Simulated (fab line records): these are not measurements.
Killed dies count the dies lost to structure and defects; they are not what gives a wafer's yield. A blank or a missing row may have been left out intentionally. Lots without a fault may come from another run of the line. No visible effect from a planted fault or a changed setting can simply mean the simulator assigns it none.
One fault through the eyes of 2 desks :: flow sky130 :: what lay behind the numbers comes last; until then each desk has only its own

== THE TOOL OWNER'S DESK: furnace-01 ==
The tool's own readings at SKY_GATE_OXIDE_OXIDATION_01 (stabilise 600 s, purge 300 s, target thk 10.268 nm): means of the sampled wafers that have a number, for each lot that ran on this tool. If a lot's mean is further than 4 standard deviations from the usual mean, the lot is out of limits and carries the mark OUT (the distance appears in the brackets).
Columns: A = spikeTcCentreC at SKY_GATE_OXIDE_OXIDATION_01, usual 900.9 C; B = spikeTcTopC at SKY_GATE_OXIDE_OXIDATION_01, usual 909.9 C; C = spikeTcUpperC at SKY_GATE_OXIDE_OXIDATION_01, usual 898.7 C; D = zonePowerCentrePct at SKY_GATE_OXIDE_OXIDATION_01, usual 18.0 %
lot: L332
first seen here: day 13 01:01
A: 900.9
B: 909.1
C: 899.8
D: 18.2

lot: L337
first seen here: day 14 18:20
A: 901.4
B: 909.0
C: 898.6
D: 18.3

lot: L338
first seen here: day 15 16:38
A: 901.6
B: 908.1
C: 898.5
D: 18.4

lot: L339
first seen here: day 16 00:59
A: 900.4
B: 909.2
C: 899.3
D: 18.1

lot: L341
first seen here: day 16 10:50
A: 900.9
B: 908.4
C: 898.1
D: 18.1

lot: L342
first seen here: day 17 00:41
A: 900.7
B: 909.0
C: 898.6
D: 18.1

lot: L343
first seen here: day 17 10:24
A: 902.2
B: 908.5
C: 899.5
D: 18.2
Result from this desk: across the 7 lots, nothing is out of limits.

== METROLOGY DESK ==
Lot by lot, what the gauges showed, no matter which tool ran the lot: averages of those sampled wafers that carry a number. If a lot's mean is further than 4 standard deviations from the usual mean, the lot is out of limits and carries the mark OUT (the distance appears in the brackets).
Columns: A = cdNm at SKY_SONOS_ONO_CD_MEAS_13, usual 409.7 nm; B = GATE_OXIDE_OXIDATION_00_THK at SKY_GATE_OXIDE_THK_MEAS_02, usual 10.21 nm
lot: L331
first seen here: day 12 19:19
A: 409.2
B: 10.10

lot: L332
first seen here: day 12 22:37
A: 409.3
B: 10.22

lot: L337
first seen here: day 14 17:19
A: 411.3
B: 9.93

lot: L338
first seen here: day 15 09:53
A: 407.8
B: 10.28

lot: L339
first seen here: day 15 17:32
A: 405.8
B: 10.31

lot: L341
first seen here: day 16 06:50
A: 406.6
B: 5.73 (-24) OUT

lot: L342
first seen here: day 16 15:19
A: 409.9
B: 5.83 (-23) OUT

lot: L343
first seen here: day 17 02:56
A: 408.1
B: 5.44 (-25) OUT

lot: L350
first seen here: day 19 11:49
A: 408.5
B: 10.21

lot: L353
first seen here: day 20 10:08
A: 414.7
B: 10.22

lot: L354
first seen here: day 20 16:07
A: 410.8
B: 10.23
Per this desk, out of limits: L341, L342, L343; the first was L341, day 16 12:14 (GATE_OXIDE_OXIDATION_00_THK at SKY_GATE_OXIDE_THK_MEAS_02). L331, L332, L337, L338, L339, L350, L353, L354 stayed within limits.

== PUT TOGETHER ==
Metrology desk: alarm possible at day 16 12:14 on L341, L342, L343.
The desk of the tool owner found nothing out of limits.
Tool owner's desk: L341, L342, L343 on record, inside its limits.
Every lot named ran SKY_GATE_OXIDE_OXIDATION_01 on furnace-01.

== WHAT WAS PUT IN BY THE SIMULATOR ==
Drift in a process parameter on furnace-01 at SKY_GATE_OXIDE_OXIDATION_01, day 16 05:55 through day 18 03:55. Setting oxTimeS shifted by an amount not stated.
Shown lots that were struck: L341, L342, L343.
Time in hours between the start of the fault and the first out-of-limits reading at each desk: metrology desk, 6.
